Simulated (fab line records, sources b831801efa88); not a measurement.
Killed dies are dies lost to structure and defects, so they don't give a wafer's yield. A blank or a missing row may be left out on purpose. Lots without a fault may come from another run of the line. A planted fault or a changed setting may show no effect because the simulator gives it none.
Split-lot experiment | flow gf180mcu | 5 lots, 27 wafers read, on a route of 602 steps

THE SPLIT
At GF_SAB_CVD_00 (deposits SiO2 from TEOS, target thk 50 nm, time 4.9302 s), the setting time_s was moved away from the recipe's 4.9302 s on 9 of the 27 wafers read, by +36.9% to +57.7%. The other wafers ran this setting at the recipe's value.

The file shows no step between the split and the reading.

THE READING
SAB_CVD_00_THK, in nm, at GF_SAB_THK_MEAS_01. Fault-free wafers of this fab line usually give 50.2 nm, standard deviation 0.69 nm.

wafer  | tool, chamber at the split | time_s as run, s | against the recipe | SAB_CVD_00_THK, nm | against lot-mates on the recipe
L074.1 | pecvd-03, 0                | 7.777            | +57.7%             | 78.7               | +28.5
L074.2 | pecvd-03, 2                | 4.9302           | recipe             | 49.8               | -
L074.3 | pecvd-03, 1                | 7.777            | +57.7%             | 78.1               | +27.9
L074.4 | pecvd-03, 1                | 4.9302           | recipe             | 50.1               | -
L074.5 | pecvd-03, 0                | 4.9302           | recipe             | 50.7               | -
L074.6 | pecvd-03, 2                | 7.777            | +57.7%             | 78.9               | +28.7
L076.1 | pecvd-02, 0                | 4.9302           | recipe             | 50.5               | -
L076.2 | pecvd-02, 1                | 4.9302           | recipe             | 49.7               | -
L076.4 | pecvd-02, 0                | 4.9302           | recipe             | 50.8               | -
L080.1 | pecvd-02, 2                | 4.9302           | recipe             | 49.6               | -
L080.2 | pecvd-02, 0                | 4.9302           | recipe             | 50.3               | -
L080.3 | pecvd-02, 1                | 4.9302           | recipe             | 49.2               | -
L080.4 | pecvd-02, 1                | 4.9302           | recipe             | 50.6               | -
L080.5 | pecvd-02, 2                | 4.9302           | recipe             | 50.4               | -
L080.6 | pecvd-02, 0                | 4.9302           | recipe             | 50.3               | -
L083.1 | pecvd-02, 0                | 6.75             | +36.9%             | 68.5               | +18.5
L083.2 | pecvd-02, 2                | 4.9302           | recipe             | 49.8               | -
L083.3 | pecvd-02, 1                | 6.75             | +36.9%             | 68.0               | +18.0
L083.4 | pecvd-02, 1                | 6.75             | +36.9%             | 69.8               | +19.8
L083.5 | pecvd-02, 0                | 4.9302           | recipe             | 50.5               | -
L083.6 | pecvd-02, 2                | 4.9302           | recipe             | 49.7               | -
L085.1 | pecvd-02, 2                | 4.9302           | recipe             | 49.9               | -
L085.2 | pecvd-02, 0                | 7.06             | +43.2%             | 71.8               | +21.9
L085.3 | pecvd-02, 1                | 4.9302           | recipe             | 49.5               | -
L085.4 | pecvd-02, 0                | 7.06             | +43.2%             | 73.0               | +23.1
L085.5 | pecvd-02, 1                | 7.06             | +43.2%             | 72.0               | +22.1
L085.6 | pecvd-02, 2                | 4.9302           | recipe             | 50.4               | -

THE FIT
A straight line over all 27 wafers: SAB_CVD_00_THK changes by +0.501 nm for each +1% of time_s; r = +1.00; the points scatter about the line by 0.57 nm.
The same after taking each lot's own level away (the mean of its wafers on the recipe; 27 wafers): +0.501 nm for each +1%; r = +1.00; scatter 0.59 nm.
On that fit, the largest move of time_s shifts the reading by 29 nm.
The lots' own levels span 49.93 to 50.33 nm, that is 0.6 times the standard deviation above.
So the lot-to-lot level changes the slope little: the two slopes agree.
Check: with one of the wafers moved furthest among these (+57.7%) left out of the fit, the line predicts +29.1 nm for it against its lot-mates. It came out at +28.5 nm against them.

OTHER SPLITS ON THESE WAFERS
These wafers also went through other splits before the reading. Each is held against what the fit with the lots' levels taken away leaves over:
other split on the same wafers      | wafers away from the commonest value | r with SAB_CVD_00_THK (lot level and that fit taken away)
GF_STI_CVD_03 time_s                | 18                                   | -0.10
GF_STI_ETCH_14 time_s               | 9                                    | -0.20
GF_DUAL_GATE_OXIDATION_02 ox_time_s | 21                                   | +0.16
GF_HV_LDD_DEVELOP_06 develop_time_s | 12                                   | -0.18
GF_HV_LDD_CVD_56 time_s             | 21                                   | +0.12

THE WHOLE CHAIN: every reading that the file lists as answering this split, in the file's order
step               | what it does                                             | reading                                                                    | change (the file's fit)               | r (the file's)
GF_SAB_CVD_00      | deposits SiO2 from TEOS, target thk 50 nm, time 4.9302 s | SiO2_of_SAB_CVD_00.thk_nm (the simulator's own value, which no gauge read) | +0.502 nm for each +1% of the setting | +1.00
GF_SAB_THK_MEAS_01 |                                                          | SAB_CVD_00_THK                                                             | +0.502 for each +1% of the setting    | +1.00

THE FILE'S OWN FIT
SAB_CVD_00_THK changes by +0.502 nm for each +1% of time_s, r = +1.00.
